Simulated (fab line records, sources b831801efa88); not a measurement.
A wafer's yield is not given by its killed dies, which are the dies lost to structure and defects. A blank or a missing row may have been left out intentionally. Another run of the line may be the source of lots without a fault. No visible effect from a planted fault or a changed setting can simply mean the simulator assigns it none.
fab line records -- flow sky130
[record] lots = 7, wafers = 21, lastDay = 50
route steps=708 shown VT_ADJUST_NCORE@123 VT_ADJUST_HVTR@131 PAD_OPEN@708
lots that met no fault: from a run of the same line without faults
startH: start of the lot's first displayed wafer, in hours after the record's first day -- waitH: time in hours since the lot's previous step -- " the same as in the row above -- L1.1+2: a row that stands for several wafers -- - no value, or no start was given -- * or withheld: withheld -- < > ~ a bound
route shown NAME@n: a module of which the file shows steps, and the number in the route of the first -- usual: mean/standard deviation taken from wafers without a fault -- same: alike in all rows -- chamber/n: place in a boat -- sites: the reading at each site -- _std_site: the values' standard deviation -- _edge_site: inner sites' mean taken away from outer sites' mean -- radiusMm: how far each site lies from the wafer's centre -- mask NAME#n: copy n -- behind: the tool/chamber that last shaped the wafer -- hold: the reason the lot was held/the length of the hold in hours/how it ended -- device: the transistor (n, p or np) that didn't switch -- end of line: at the end of the route, the tests of the same wafers -- a step with no rows: only its recipe -- killed: not the wafer's yield, but the dies lost to structure and defects at the first sort -- map: dies across one wafer; x = killed, . = not, _ = none there
set.NAME: the setting that was run; set.NAME@STEP: the one run at that earlier step -- model.NAME: the simulator's own value behind a step, which no gauge read
certain route steps with their lots: each step a table, each wafer a row
services: the hour from which a tool's chamber was out of use, counted from the record's first day as startH (under 0 if before that day), plus the number of hours and why
[[steps]]
[step SKY_VT_ADJUST_NCORE_EXPOSE_04]
[recipe] maskId = LVTN_COMPLEMENT_THIN, na = 0.6, sourceShape = conventional, sigmaOuter = 0.6, polarization = unpolarized, targetCdNm = 380, doseMj = 139
[step SKY_VT_ADJUST_NCORE_PEB_05]
[recipe] tempC = withheld, timeS = *, resist = NOVOLAK
[step SKY_VT_ADJUST_NCORE_DEVELOP_06]
[recipe] resist = NOVOLAK, developer = TMAH, developTimeS = 60, devTempC = 23
[step SKY_VT_ADJUST_NCORE_CD_MEAS_07]
[recipe] targetCdNm = 380
[usual] cdNm = 379.5/2.8
lot.wafer,tool,chamber,startH,waitH,cdNm
L866.2,cdSem-01,-,222.48,0.1,380.8
L866.4,cdSem-01,-,222.48,0.1,379.9
L866.5,cdSem-01,-,222.48,0.1,378.2
L870.1,cdSem-02,-,248.71,0.1,376.1
L870.3,cdSem-02,-,248.71,0.1,378.6
L870.4,cdSem-02,-,248.71,0.1,377.4
L874.2,cdSem-02,-,284.43,0.1,381.5
L874.3,cdSem-02,-,284.43,0.1,382.4
L874.6,cdSem-02,-,284.43,0.1,383.4
L876.1,cdSem-02,-,287.18,0.1,380.3
L876.2,cdSem-02,-,287.18,0.1,381.1
L876.6,cdSem-02,-,287.18,0.1,381.3
L877.3,cdSem-02,-,305.82,0.1,374.8
L877.4,cdSem-02,-,305.82,0.1,373.3
L877.6,cdSem-02,-,305.82,0.1,373.6
L878.1,cdSem-01,-,308.56,0.1,382.3
L878.2,cdSem-01,-,308.56,0.1,378.8
L878.6,cdSem-01,-,308.56,0.1,380.9
L883.2,cdSem-02,-,339.25,0.1,379.3
L883.3,cdSem-02,-,339.25,0.1,381.2
L883.6,cdSem-02,-,339.25,0.1,379.6
[step SKY_VT_ADJUST_NCORE_OVL_MEAS_08]
[usual] VT_ADJUST_NCORE_OVL = 0.6/1.3
lot.wafer,tool,chamber,startH,waitH,VT_ADJUST_NCORE_OVL[nm]
L866.2,overlay-01,-,222.59,0.1,0.5
L866.4,overlay-01,-,222.59,0.1,1.5
L866.5,overlay-01,-,222.59,0.1,2.6
L870.1,overlay-02,-,248.83,0.1,-0.9
L870.3,overlay-02,-,248.83,0.1,-2.2
L870.4,overlay-02,-,248.83,0.1,-0.5
L874.2,overlay-01,-,284.54,0.1,0.7
L874.3,overlay-01,-,284.54,0.1,3.6
L874.6,overlay-01,-,284.54,0.1,3.3
L876.1,overlay-01,-,287.30,0.1,-0.8
L876.2,overlay-01,-,287.30,0.1,1.7
L876.6,overlay-01,-,287.30,0.1,0.5
L877.3,overlay-01,-,305.92,0.1,1.1
L877.4,overlay-01,-,305.92,0.1,-1.4
L877.6,overlay-01,-,305.92,0.1,-0.8
L878.1,overlay-01,-,308.68,0.1,0.0
L878.2,overlay-01,-,308.68,0.1,2.7
L878.6,overlay-01,-,308.68,0.1,-0.2
L883.2,overlay-01,-,339.36,0.1,-1.1
L883.3,overlay-01,-,339.36,0.1,0.7
L883.6,overlay-01,-,339.36,0.1,1.6
[step SKY_VT_ADJUST_NCORE_IMPLANT_09]
[recipe] species = B, energyKev = 10, doseCm2 = 2.4e+12, tiltDeg = withheld
[step SKY_VT_ADJUST_NCORE_STRIP_10]
[recipe] chemistry = O2/N2, powerW = 1400, pressureMtorr = 1500, platenTempC = withheld, o2FlowSccm = 3000, n2FlowSccm = 300, overashFraction = 0.5
[usual] drypumpMotorCurrentA = 5.7/0.48, oesProductAu = 0.716/0.0045, stripTimeToEndpointS = 14.20/0.036
lot.wafer,tool,chamber,startH,waitH,drypumpMotorCurrentA,oesProductAu,rfHoursCounterH,stripTimeToEndpointS
L866.2,plasmaAsher-01,0,222.77,0.1,5.3,0.714,40,14.17
L866.4,plasmaAsher-01,1,222.77,0.1,6.4,0.711,-,14.16
L866.5,plasmaAsher-01,0,222.77,0.1,5.3,0.713,-,14.21
L870.1,plasmaAsher-03,0,249.02,0.1,6.1,0.716,44,14.23
L870.3,plasmaAsher-03,1,249.02,0.1,6.0,0.717,-,14.21
L870.4,plasmaAsher-03,0,249.02,0.1,6.1,0.723,-,14.20
L874.2,plasmaAsher-01,1,284.72,0.1,6.3,0.720,46,14.20
L874.3,plasmaAsher-01,1,284.72,0.1,6.4,0.718,-,14.20
L874.6,plasmaAsher-01,0,284.72,0.1,5.3,0.710,-,14.25
L876.1,plasmaAsher-02,1,287.49,0.1,5.2,0.714,18,14.16
L876.2,plasmaAsher-02,0,287.49,0.1,5.2,0.724,18,14.21
L876.6,plasmaAsher-02,0,287.49,0.1,5.2,0.714,-,14.13
L877.3,plasmaAsher-01,0,306.20,0.1,5.3,0.713,-,14.17
L877.4,plasmaAsher-01,1,306.20,0.1,6.4,0.713,-,14.19
L877.6,plasmaAsher-01,1,306.20,0.1,6.4,0.701,-,14.16
L878.1,plasmaAsher-03,1,308.87,0.1,6.1,0.713,50,14.23
L878.2,plasmaAsher-03,0,308.87,0.1,6.1,0.720,50,14.23
L878.6,plasmaAsher-03,1,308.87,0.1,6.1,0.715,-,14.23
L883.2,plasmaAsher-01,0,339.54,0.1,5.3,0.716,50,14.26
L883.3,plasmaAsher-01,0,339.54,0.1,5.3,0.714,-,14.26
L883.6,plasmaAsher-01,1,339.54,0.1,6.4,0.713,-,14.28
[step SKY_VT_ADJUST_NCORE_TW_MEAS_11]
[usual] VT_ADJUST_NCORE_TW = 220/3.1
lot.wafer,tool,chamber,startH,waitH,VT_ADJUST_NCORE_TW
L866.2,filmMetro-04,-,222.88,0.1,222
L866.4,filmMetro-04,-,222.88,0.1,222
L866.5,filmMetro-04,-,222.88,0.1,222
L870.1,filmMetro-03,-,249.12,0.1,221
L870.3,filmMetro-03,-,249.12,0.1,221
L870.4,filmMetro-03,-,249.12,0.1,222
L874.2,filmMetro-04,-,284.83,0.1,224
L874.3,filmMetro-04,-,284.83,0.1,222
L874.6,filmMetro-04,-,284.83,0.1,222
L876.1,filmMetro-04,-,287.60,0.1,222
L876.2,filmMetro-04,-,287.60,0.1,222
L876.6,filmMetro-04,-,287.60,0.1,222
L877.3,filmMetro-04,-,306.29,0.1,221
L877.4,filmMetro-04,-,306.29,0.1,222
L877.6,filmMetro-04,-,306.29,0.1,222
L878.1,filmMetro-03,-,308.97,0.1,221
L878.2,filmMetro-03,-,308.97,0.1,221
L878.6,filmMetro-03,-,308.97,0.1,221
L883.2,filmMetro-03,-,339.65,0.1,222
L883.3,filmMetro-03,-,339.65,0.1,221
L883.6,filmMetro-03,-,339.65,0.1,221
[step SKY_VT_ADJUST_HVTR_DEHYDRATE_00]
[recipe] tempC = 200, timeS = 60
[step SKY_VT_ADJUST_HVTR_HMDS_01]
[recipe] primeTimeS = 60, primeTempC = 120
[step SKY_VT_ADJUST_HVTR_COAT_02]
[recipe] resist = NOVOLAK, spinRpm = 3000, resistThkNm = 1140
[step SKY_VT_ADJUST_HVTR_SOFTBAKE_03]
[recipe] tempC = 90, timeS = 60, resist = NOVOLAK
[step SKY_VT_ADJUST_HVTR_EXPOSE_04]
[recipe] maskId = HVTRM, targetCdNm = 380, na = 0.6, sourceShape = conventional, sigmaOuter = 0.6, doseMj = 150
[usual] focusOffsetNm = 0.0/0.53, reticleTempC = 23.00/0.12
lot.wafer,tool,chamber,startH,waitH,mask,focusOffsetNm,reticleTempC,model.VT_ADJUST_HVTR.overlayXNm
L866.2,ilineStepper-02,0,235.02,-,HVTRM#0,-0.7,22.87,0.7075
L866.4,ilineStepper-02,0,235.02,-,HVTRM#0,-1.0,22.94,0.7075
L866.5,ilineStepper-02,0,235.02,-,HVTRM#0,0.4,22.82,0.7075
L870.1,ilineStepper-01,0,273.06,-,HVTRM#0,0.5,22.98,0.7458
L870.3,ilineStepper-01,0,273.06,-,HVTRM#0,0.9,23.01,0.7458
L870.4,ilineStepper-01,0,273.06,-,HVTRM#0,0.2,23.00,0.7458
L874.2,ilineStepper-02,0,297.14,-,HVTRM#0,-1.2,23.04,-0.8762
L874.3,ilineStepper-02,0,297.14,-,HVTRM#0,-0.2,22.83,-0.8762
L874.6,ilineStepper-02,0,297.14,-,HVTRM#0,0.0,23.08,-0.8762
L876.1,ilineStepper-01,0,301.31,-,HVTRM#0,-0.8,23.23,152.3
L876.2,ilineStepper-01,0,301.31,-,HVTRM#0,-0.7,23.06,152.3
L876.6,ilineStepper-01,0,301.31,-,HVTRM#0,-1.5,23.09,152.3
L877.3,ilineStepper-01,0,317.17,-,HVTRM#0,-0.7,23.14,150.9
L877.4,ilineStepper-01,0,317.17,-,HVTRM#0,-0.1,23.02,150.9
L877.6,ilineStepper-01,0,317.17,-,HVTRM#0,-0.1,22.88,150.9
L878.1,ilineStepper-01,0,320.82,-,HVTRM#0,-0.6,23.19,151.7
L878.2,ilineStepper-01,0,320.82,-,HVTRM#0,-0.9,22.95,151.7
L878.6,ilineStepper-01,0,320.82,-,HVTRM#0,-0.6,23.08,151.7
L883.2,ilineStepper-02,0,353.53,-,HVTRM#0,-0.6,22.90,0.4599
L883.3,ilineStepper-02,0,353.53,-,HVTRM#0,0.7,23.03,0.4599
L883.6,ilineStepper-02,0,353.53,-,HVTRM#0,-0.3,23.05,0.4599
[step SKY_VT_ADJUST_HVTR_PEB_05]
[recipe] tempC = withheld, timeS = *, resist = NOVOLAK
[step SKY_VT_ADJUST_HVTR_DEVELOP_06]
[recipe] developTimeS = 60, devTempC = 23
[step SKY_VT_ADJUST_HVTR_CD_MEAS_07]
[recipe] targetCdNm = 380
[usual] cdNm = 379.5/2.2
lot.wafer,tool,chamber,startH,waitH,cdNm
L866.2,cdSem-02,-,246.00,0.1,378.3
L866.4,cdSem-02,-,246.00,0.1,378.4
L866.5,cdSem-02,-,246.00,0.1,379.6
L870.1,cdSem-02,-,280.56,0.1,382.2
L870.3,cdSem-02,-,280.56,0.1,382.5
L870.4,cdSem-02,-,280.56,0.1,382.3
L874.2,cdSem-02,-,310.90,0.1,382.0
L874.3,cdSem-02,-,310.90,0.1,383.0
L874.6,cdSem-02,-,310.90,0.1,380.7
L876.1,cdSem-01,-,313.38,0.1,376.7
L876.2,cdSem-01,-,313.38,0.1,377.3
L876.6,cdSem-01,-,313.38,0.1,379.3
L877.3,cdSem-01,-,332.35,0.1,380.5
L877.4,cdSem-01,-,332.35,0.1,377.7
L877.6,cdSem-01,-,332.35,0.1,379.0
L878.1,cdSem-01,-,335.56,0.1,379.9
L878.2,cdSem-01,-,335.56,0.1,383.8
L878.6,cdSem-01,-,335.56,0.1,380.0
L883.2,cdSem-02,-,367.38,0.1,381.1
L883.3,cdSem-02,-,367.38,0.1,383.8
L883.6,cdSem-02,-,367.38,0.1,380.8
[step SKY_VT_ADJUST_HVTR_OVL_MEAS_08]
[usual] VT_ADJUST_HVTR_OVL = 1.4/1.4
lot.wafer,tool,chamber,startH,waitH,hold,VT_ADJUST_HVTR_OVL[nm]
L866.2,overlay-02,-,246.11,0.1,-,1.4
L866.4,overlay-02,-,246.11,0.1,-,-1.2
L866.5,overlay-02,-,246.11,0.1,-,0.9
L870.1,overlay-01,-,280.68,0.1,-,1.5
L870.3,overlay-01,-,280.68,0.1,-,2.5
L870.4,overlay-01,-,280.68,0.1,-,2.4
L874.2,overlay-01,-,311.01,0.1,-,0.6
L874.3,overlay-01,-,311.01,0.1,-,0.4
L874.6,overlay-01,-,311.01,0.1,-,1.2
L876.1,overlay-01,-,313.50,0.1,awaitDispo/0.2h/release,154.8
L876.2,overlay-01,-,313.50,0.1,awaitDispo/0.2h/release,155.7
L876.6,overlay-01,-,313.50,0.1,awaitDispo/0.2h/release,155.9
L876.1,overlay-01,-,313.70,0.2,-,153.0
L876.2,overlay-01,-,313.70,0.2,-,153.6
L876.6,overlay-01,-,313.70,0.2,-,154.0
L877.3,overlay-02,-,332.44,0.1,awaitDispo/0.2h/release,150.2
L877.4,overlay-02,-,332.44,0.1,awaitDispo/0.2h/release,152.1
L877.6,overlay-02,-,332.44,0.1,awaitDispo/0.2h/release,151.0
L877.3,overlay-02,-,332.64,0.2,-,148.6
L877.4,overlay-02,-,332.64,0.2,-,150.7
L877.6,overlay-02,-,332.64,0.2,-,149.3
L878.1,overlay-02,-,335.68,0.1,awaitDispo/0.2h/release,154.3
L878.2,overlay-02,-,335.68,0.1,awaitDispo/0.2h/release,152.8
L878.6,overlay-02,-,335.68,0.1,awaitDispo/0.2h/release,154.7
L878.1,overlay-02,-,335.88,0.2,-,152.4
L878.2,overlay-02,-,335.88,0.2,-,150.7
L878.6,overlay-02,-,335.88,0.2,-,152.4
L883.2,overlay-02,-,367.49,0.1,-,2.8
L883.3,overlay-02,-,367.49,0.1,-,1.1
L883.6,overlay-02,-,367.49,0.1,-,1.4
[step SKY_PAD_OPEN_PROBE_99]
[usual] defectLimitedYield = 82.5/1.9, killed_at_M0_to_M3 = 43/6.8, killed_at_M4_up = 3.2/2, killedAtContacts = 24/5.3, killedAtFrontEnd = 16/4.4, killedAtOther = 0.3/0.54, killedDies = 86/9.4, killedOpen = 48/6.6, killedShort = 38/6.5, sort_bin_3_pad_short = 0.8/0.4, sort_bin_5_function = 10.4/1.5, sort_bin_6_memory = 6.3/1.2, sortNPass = 406/9.4, sortYieldPct = 82.5/1.9
[same] grossDies = 492, killedAtBackSide = 0, sort_bin_4_leakage[%] = 0, sort_bin_8_speed[%] = 0
lot.wafer,tool,chamber,startH,waitH,defectLimitedYield[%],killed_at_M0_to_M3,killed_at_M4_up,killedAtContacts,killedAtFrontEnd,killedAtOther,killedDies,killedOpen,killedShort,sort_bin_3_pad_short[%],sort_bin_5_function[%],sort_bin_6_memory[%],sortNPass,sortYieldPct[%]
L866.2,prober-01,-,1131.64,0.1,79.9,49,3,33,12,2,99,57,39,1.2,14.4,4.5,393,79.9
L866.4,prober-01,-,1131.74,0.2,79.3,54,0,24,24,0,102,53,49,1.4,12.8,6.5,390,79.3
L866.5,prober-01,-,1131.79,0.2,80.1,35,1,30,32,0,98,52,44,1.0,12.4,6.5,394,80.1
L870.1,prober-01,-,1152.04,0.1,81.3,42,8,24,18,0,92,46,46,0.6,11.0,7.1,400,81.3
L870.3,prober-01,-,1152.14,0.2,84.3,43,4,21,9,0,77,37,40,0.2,11.2,4.3,415,84.3
L870.4,prober-01,-,1152.19,0.2,82.9,45,1,27,11,0,84,48,35,0.8,10.6,5.7,408,82.9
L874.3,prober-02,-,1174.70,0.2,81.3,51,4,20,16,1,92,46,44,0.8,11.2,6.7,400,81.3
L874.6,prober-02,-,1174.85,0.2,82.7,43,2,28,11,1,85,49,36,0.8,11.4,5.1,407,82.7
L883.2,prober-01,-,1208.15,0.1,81.1,44,4,15,30,0,93,44,41,0.8,11.6,6.5,399,81.1
L883.3,prober-01,-,1208.20,0.2,82.7,40,5,21,19,0,85,48,37,0.8,10.2,6.3,407,82.7
L883.6,prober-01,-,1208.35,0.2,82.5,53,1,16,16,0,86,45,40,0.8,10.6,6.1,406,82.5
// killed by level:class
L866.2 VIA1:geometricParticle:open=15 LI_CONTACT:geometricParticle:open=13 CONTACT:geometricParticle:open=11 VIA1:geometricParticle:short=10 METAL1:geometricParticle:short=6 VIA2:geometricParticle:open=6 POLY_GATE:geometricParticle:short=5 CONTACT:geometricParticle:short=4
L866.4 VIA1:geometricParticle:open=16 CONTACT:geometricParticle:open=10 POLY_GATE:geometricParticle:short=6 VIA1:geometricParticle:short=6 VIA3:geometricParticle:short=6 FIELD_ISO:geometricParticle:short=5 POLY_GATE:geometricParticle:open=5 CONTACT:geometricParticle:short=5
L866.5 LI_CONTACT:geometricParticle:open=9 VIA1:geometricParticle:open=8 CONTACT:geometricParticle:open=8 METAL2:geometricParticle:short=7 FIELD_ISO:geometricParticle:short=6 VIA2:geometricParticle:open=6 POLY_GATE:geometricParticle:short=6 FIELD_ISO:geometricParticle:open=5
L870.1 VIA1:geometricParticle:open=12 CONTACT:geometricParticle:open=8 VIA3:geometricParticle:open=8 LI_CONTACT:geometricParticle:open=5 VIA2:geometricParticle:short=5 FIELD_ISO:geometricParticle:short=4 POLY_GATE:geometricParticle:short=4 METAL4:geometricParticle:short=4
L870.3 LI_CONTACT:geometricParticle:open=8 VIA2:geometricParticle:open=8 CONTACT:geometricParticle:short=7 VIA1:geometricParticle:open=6 VIA1:geometricParticle:short=6 METAL2:geometricParticle:short=6 VIA3:geometricParticle:open=5 CONTACT:geometricParticle:open=4
L870.4 CONTACT:geometricParticle:open=11 VIA1:geometricParticle:open=10 LI_CONTACT:geometricParticle:open=8 METAL2:geometricParticle:short=7 VIA3:geometricParticle:open=7 VIA1:geometricParticle:short=6 CONTACT:geometricParticle:short=5 VIA2:geometricParticle:open=4
L874.3 VIA1:geometricParticle:open=9 VIA1:geometricParticle:short=7 METAL1:geometricParticle:short=7 FIELD_ISO:geometricParticle:open=6 LI_CONTACT:geometricParticle:open=6 VIA2:geometricParticle:open=5 LOCAL_INTERCONNECT:geometricParticle:short=4 CONTACT:geometricParticle:open=4
L874.6 CONTACT:geometricParticle:open=9 VIA1:geometricParticle:open=9 VIA2:geometricParticle:open=8 LI_CONTACT:geometricParticle:open=7 VIA1:geometricParticle:short=6 FIELD_ISO:geometricParticle:short=5 CONTACT:geometricParticle:short=5 LOCAL_INTERCONNECT:geometricParticle:short=4
L883.2 VIA1:geometricParticle:open=12 POLY_GATE:geometricParticle:short=7 POLY_GATE:geometricParticle:open=6 METAL1:geometricParticle:short=6 CONTACT:geometricParticle:open=5 SONOS_ONO:coatMicrobubblePrinted=5 VIA2:geometricParticle:short=5 FIELD_ISO:geometricParticle:open=4
L883.3 VIA1:geometricParticle:open=12 LI_CONTACT:geometricParticle:open=8 VIA1:geometricParticle:short=7 VIA2:geometricParticle:open=6 FIELD_ISO:geometricParticle:short=5 CONTACT:geometricParticle:open=5 POLY_GATE:geometricParticle:short=4 POLY_GATE:geometricParticle:open=4
L883.6 VIA1:geometricParticle:open=14 CONTACT:geometricParticle:open=7 VIA2:geometricParticle:open=7 METAL2:geometricParticle:short=7 POLY_GATE:geometricParticle:short=6 VIA2:geometricParticle:short=6 VIA1:geometricParticle:short=5 SPACER:geometricParticle:open=4
[[services]]
tool,chamber,startH,hours,kind
plasmaAsher-02,-,216.41,1.1,repair
ilineStepper-01,-,232.37,30.8,repair
ilineStepper-01,-,251.11,20.4,repair
ilineStepper-02,-,252.75,1.4,repair
ilineStepper-02,-,257.57,18.4,repair
ilineStepper-01,-,277.26,1.7,pm
plasmaAsher-01,-,286.27,4.3,pm
plasmaAsher-01,-,313.55,0.9,repair
ilineStepper-02,0,342.99,-,calibration
ilineStepper-02,-,350.15,1.7,pm
[[key]]
[firstSign] step = SKY_VT_ADJUST_HVTR_OVL_MEAS_08, reading = visit, direction = added
[effect] step = SKY_VT_ADJUST_HVTR_OVL_MEAS_08, reading = VT_ADJUST_HVTR_OVL, direction = up, sigmas = 99+, usual = 1.4, struck = 153.5
[modelEffect] step = SKY_VT_ADJUST_HVTR_EXPOSE_04, value = VT_ADJUST_HVTR.overlayXNm, without = 0.2662, struck = 151.7
metAt SKY_VT_ADJUST_HVTR_EXPOSE_04
struckWafers L876.1,L876.2,L876.6,L877.3,L877.4,L877.6,L878.1,L878.2,L878.6
scrappedBehind SKY_VT_ADJUST_HVTR_OVL_MEAS_08 L876.1,L876.2,L876.6,L877.3,L877.4,L877.6,L878.1,L878.2,L878.6
onsetBetween 273.06 301.31
[fault] kind = scannerMatchingOverlay, tool = ilineStepper-01, chamber = -, onsetH = 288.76, steps = SKY_VT_ADJUST_HVTR_EXPOSE_04, offset = 151.39
